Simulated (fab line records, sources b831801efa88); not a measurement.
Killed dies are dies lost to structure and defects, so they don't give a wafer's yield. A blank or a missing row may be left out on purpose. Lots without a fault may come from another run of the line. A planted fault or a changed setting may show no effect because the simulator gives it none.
Tool commonality check | flow sfq_line | 15 lots, 44 wafers sampled

WHY IT WAS OPENED
At SFQ_M4_RS_MEAS_924 the reading M4_NB_RS is flagged on 3 of 15 lots. Wafers without a fault read 0.886 ohm/sq, standard deviation 0.0098.
Rule: a lot is flagged when every wafer of it that has a number lies more than 4 standard deviations from that mean, or none has a number. The other lots count as sound.

lot  | measured     | on            | M4_NB_RS (ohm/sq), wafer by wafer | flag
L247 | day 32 10:45 | film_metro-04 | 0.894 0.883 0.880                 |
L248 | day 32 16:10 | film_metro-02 | 0.886 0.894 0.890                 |
L251 | day 34 07:54 | film_metro-04 | 0.892 0.892 0.887                 |
L252 | day 34 16:59 | film_metro-02 | 0.905 0.907 0.904                 |
L253 | day 36 04:58 | film_metro-03 | 0.896 0.896 0.899                 |
L254 | day 36 13:23 | film_metro-04 | 0.886 0.880 0.897                 |
L256 | day 39 04:15 | film_metro-03 | 0.883 0.887 0.896                 |
L258 | day 39 23:31 | film_metro-04 | 0.874 0.872 0.871                 |
L261 | day 41 05:44 | film_metro-02 | 0.878 0.884 0.889                 |
L263 | day 41 15:25 | film_metro-03 | 0.908 0.906 0.901                 |
L264 | day 41 20:14 | film_metro-04 | 1.240 1.260                       | FLAGGED
L267 | day 42 15:35 | film_metro-04 | 1.237 1.249 1.231                 | FLAGGED
L268 | day 43 00:29 | film_metro-03 | 0.879 0.888 0.892                 |
L269 | day 43 05:29 | film_metro-02 | 0.894 0.906 0.896                 |
L270 | day 43 22:05 | film_metro-04 | 1.239 1.254 1.257                 | FLAGGED
The numbers of the flagged lots are 1.246 ohm/sq on average: +0.360 ohm/sq against the usual, or +37 standard deviations.

WHICH TOOL RAN EACH LOT
The record holds 1 process step before the reading, out of a route of 325 steps. In each cell: the tool, then ch and the chambers that the sampled wafers went through, then the start.
lot  | flag    | SFQ_TRILAYER_M4_DEP_SPUTTER_091
L247 |         | pvd_sputter-06, day 32 10:38
L248 |         | pvd_sputter-04, day 32 16:02
L251 |         | pvd_sputter-04, day 34 07:46
L252 |         | pvd_sputter-04, day 34 16:53
L253 |         | pvd_sputter-04, day 36 04:53
L254 |         | pvd_sputter-03, day 36 13:17
L256 |         | pvd_sputter-04, day 39 04:10
L258 |         | pvd_sputter-04, day 39 23:22
L261 |         | pvd_sputter-04, day 41 05:37
L263 |         | pvd_sputter-03, day 41 15:20
L264 | FLAGGED | pvd_sputter-04, day 41 20:08
L267 | FLAGGED | pvd_sputter-04, day 42 15:29
L268 |         | pvd_sputter-06, day 43 00:24
L269 |         | pvd_sputter-03, day 43 05:24
L270 | FLAGGED | pvd_sputter-04, day 43 22:00
What these steps do:
- SFQ_TRILAYER_M4_DEP_SPUTTER_091: material Nb, target thk 200 nm, time 133.3 s.
- SFQ_M4_RS_MEAS_924: measures by four-point-probe.

FLAGGED OVER TOTAL, TOOL BY TOOL (the gauges that took the reading come last)
step                            | tool           | lots run | flagged | share of the flagged lots | sound lots run after its first flagged lot
SFQ_TRILAYER_M4_DEP_SPUTTER_091 | pvd_sputter-03 | 3        | 0       | none                      | -
SFQ_TRILAYER_M4_DEP_SPUTTER_091 | pvd_sputter-04 | 10       | 3       | all                       | 0
SFQ_TRILAYER_M4_DEP_SPUTTER_091 | pvd_sputter-06 | 2        | 0       | none                      | -
SFQ_M4_RS_MEAS_924              | film_metro-02  | 4        | 0       | none                      | -
SFQ_M4_RS_MEAS_924              | film_metro-03  | 4        | 0       | none                      | -
SFQ_M4_RS_MEAS_924              | film_metro-04  | 7        | 3       | all                       | 0

WHAT THE TABLE ALLOWS
2 rows of the table ran every flagged lot: pvd_sputter-04 at SFQ_TRILAYER_M4_DEP_SPUTTER_091, film_metro-04 at SFQ_M4_RS_MEAS_924.
- pvd_sputter-04 at SFQ_TRILAYER_M4_DEP_SPUTTER_091: 3 of its 10 lots flagged. Its last sound lot is L261 (day 41 05:37), its first flagged lot L264 (day 41 20:08): a fault that began between those two fits.
- film_metro-04 at SFQ_M4_RS_MEAS_924: 3 of its 7 lots flagged. Its last sound lot is L258 (day 39 23:31), its first flagged lot L264 (day 41 20:14): a fault that began between those two fits.
Counting lots can't tell these 2 tools apart, because each fits a fault that began at some hour. More lots, or a look at what each step does to the wafer, might.

WHAT THE SIMULATOR HAD PUT IN
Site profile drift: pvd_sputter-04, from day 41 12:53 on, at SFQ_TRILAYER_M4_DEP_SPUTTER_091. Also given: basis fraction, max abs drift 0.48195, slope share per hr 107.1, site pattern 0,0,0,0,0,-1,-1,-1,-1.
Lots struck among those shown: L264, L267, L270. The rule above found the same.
